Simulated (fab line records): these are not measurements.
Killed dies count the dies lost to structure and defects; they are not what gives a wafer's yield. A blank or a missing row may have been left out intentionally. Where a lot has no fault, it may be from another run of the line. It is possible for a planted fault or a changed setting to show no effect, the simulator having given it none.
A single fault, viewed from 2 desks | flow sky130 | what lay behind the numbers comes last; until then each desk has only its own

== THE TOOL OWNER'S DESK: pvd-sputter-01 ==
The tool's own readings at SKY_CAP2M_SPUTTER_02 (material TiN, target thk 200 nm, time 166.7 s): means of the sampled wafers that have a number, for each lot that ran on this tool. The brackets show how far a lot's mean lies from the usual mean; more than 4 standard deviations puts the lot out of limits, marked OUT.
Columns: A = throttle-valve-pct at SKY_CAP2M_SPUTTER_02, usual 30.1 %
lot  | first seen here | A
L174 | day 42 23:25    | 28.5
L175 | day 43 02:46    | 30.4
L176 | day 43 05:50    | 29.7
L182 | day 45 05:23    | 29.6
L183 | day 45 10:19    | 30.2
L185 | day 45 13:36    | 28.5
Result from this desk: across the 6 lots, nothing is out of limits.

== AT THE METROLOGY DESK ==
Means of the sampled wafers that have a number, per lot and without regard to the tool the lot ran on: this is what the gauges read. The brackets show how far a lot's mean lies from the usual mean; more than 4 standard deviations puts the lot out of limits, marked OUT.
Columns: A = METAL3_OVL at SKY_METAL3_OVL_MEAS_14, usual 1 nm; B = CAP2M_TIN_RS at SKY_CAP2M_RS_MEAS_03, usual 6.91 ohm/sq; C = CAP2M_TIN_THK at SKY_CAP2M_THK_MEAS_04, usual 201.7 nm
lot  | first seen here | A  | B              | C
L171 | day 40 13:58    | 3  | 6.90           | 201.3
L174 | day 41 19:25    | 3  | 6.96           | 199.7
L175 | day 41 22:02    | 6  | 6.90           | 202.1
L176 | day 42 01:44    | 3  | 6.80           | 206.3
L177 | day 42 13:56    | 6  | 6.93           | 200.2
L178 | day 42 20:55    | 4  | 6.94           | 200.1
L181 | day 43 20:20    | 1  | 6.80           | 206.0
L182 | day 44 02:23    | 2  | 6.88           | 202.6
L183 | day 44 09:02    | 2  | 6.90           | 200.8
L185 | day 44 11:13    | -2 | 8.56 (+21) OUT | 175.8 (-10) OUT
This desk's finding: out of limits on L185; first on L185, day 45 13:43 (CAP2M_TIN_RS at SKY_CAP2M_RS_MEAS_03). L171, L174, L175, L176, L177, L178, L181, L182, L183 stayed within limits.

== TAKEN TOGETHER ==
The metrology desk could have raised an alarm at day 45 13:43, on L185.
Nothing out of limits was seen by the tool owner's desk.
The tool owner's desk has L185 on record, within its limits.
All the named lots went through SKY_CAP2M_SPUTTER_02 on pvd-sputter-01.

== WHAT THE SIMULATOR HAD PUT IN ==
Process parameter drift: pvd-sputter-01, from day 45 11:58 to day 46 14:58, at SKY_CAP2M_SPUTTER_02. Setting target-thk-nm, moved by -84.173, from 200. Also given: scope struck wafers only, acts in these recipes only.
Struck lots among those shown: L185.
Hours from the fault's start to each desk's first reading out of limits: the metrology desk, 2.
